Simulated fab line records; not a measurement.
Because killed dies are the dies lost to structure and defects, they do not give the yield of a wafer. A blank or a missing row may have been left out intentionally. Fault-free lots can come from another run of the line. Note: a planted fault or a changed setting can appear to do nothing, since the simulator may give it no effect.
Matching of chambers / flow sfq-line / cmp-02 running SFQ_TRILAYER_I6_CMP_CMP_166: 4 sister chambers
The step polishes SiO2. 8 wafers are shown with their chamber, then 9 later ones without.

EACH WAFER AND ITS CHAMBER
wafer=L897.3; chamber=1; motor-current-A (A)=9.7; time-to-endpoint-s (s)=211
wafer=L899.5; chamber=1; motor-current-A (A)=10.5; time-to-endpoint-s (s)=209
wafer=L900.6; chamber=3; motor-current-A (A)=11.8; time-to-endpoint-s (s)=209
wafer=L906.3; chamber=2; motor-current-A (A)=9.5; time-to-endpoint-s (s)=222
wafer=L906.6; chamber=0; motor-current-A (A)=9.7; time-to-endpoint-s (s)=225
wafer=L909.1; chamber=2; motor-current-A (A)=9.3; time-to-endpoint-s (s)=217
wafer=L909.3; chamber=0; motor-current-A (A)=10.0; time-to-endpoint-s (s)=217
wafer=L909.4; chamber=3; motor-current-A (A)=12.3; time-to-endpoint-s (s)=227

WAFERS WITHOUT THEIR CHAMBER
wafer=L915.3; motor-current-A (A)=11.7; time-to-endpoint-s (s)=215
wafer=L915.4; motor-current-A (A)=9.2; time-to-endpoint-s (s)=220
wafer=L915.6; motor-current-A (A)=10.5; time-to-endpoint-s (s)=219
wafer=L918.3; motor-current-A (A)=9.6; time-to-endpoint-s (s)=213
wafer=L918.4; motor-current-A (A)=9.9; time-to-endpoint-s (s)=213
wafer=L918.5; motor-current-A (A)=10.0; time-to-endpoint-s (s)=215
wafer=L919.1; motor-current-A (A)=9.2; time-to-endpoint-s (s)=212
wafer=L919.2; motor-current-A (A)=12.2; time-to-endpoint-s (s)=221
wafer=L919.3; motor-current-A (A)=9.8; time-to-endpoint-s (s)=218

THE CHAMBER EACH PASSED THROUGH
wafer=L915.3; from the rows above=3; in truth=3
wafer=L915.4; from the rows above=can't be placed: 2 or 0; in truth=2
wafer=L915.6; from the rows above=can't be placed: 1 or 0 or 2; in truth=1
wafer=L918.3; from the rows above=can't be placed: 2 or 0 or 1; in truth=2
wafer=L918.4; from the rows above=can't be placed: 1 or 0 or 2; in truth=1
wafer=L918.5; from the rows above=can't be placed: 1 or 0 or 2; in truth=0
wafer=L919.1; from the rows above=can't be placed: 2 or 0 or 1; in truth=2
wafer=L919.2; from the rows above=3; in truth=3
wafer=L919.3; from the rows above=can't be placed: 0 or 2 or 1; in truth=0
Correct placement for 2 of the 9. Not placeable from these rows: 7 (in 7, the candidates include the true chamber). Number placed wrongly: 0.
How it was worked out, from the rows above alone: a wafer's distance from a chamber is the root of the sum, over the readings, of the square of ((its reading less the chamber's mean) divided by the reading's scatter). The wafer belongs to the nearest chamber; if the next one is less than 2 further off, it can't be placed. A chamber's mean is the mean of its shown wafers. The scatter: take each reading less its chamber's mean, square it, sum over the shown wafers, divide by the number of wafers less the number of chambers, and take the root.
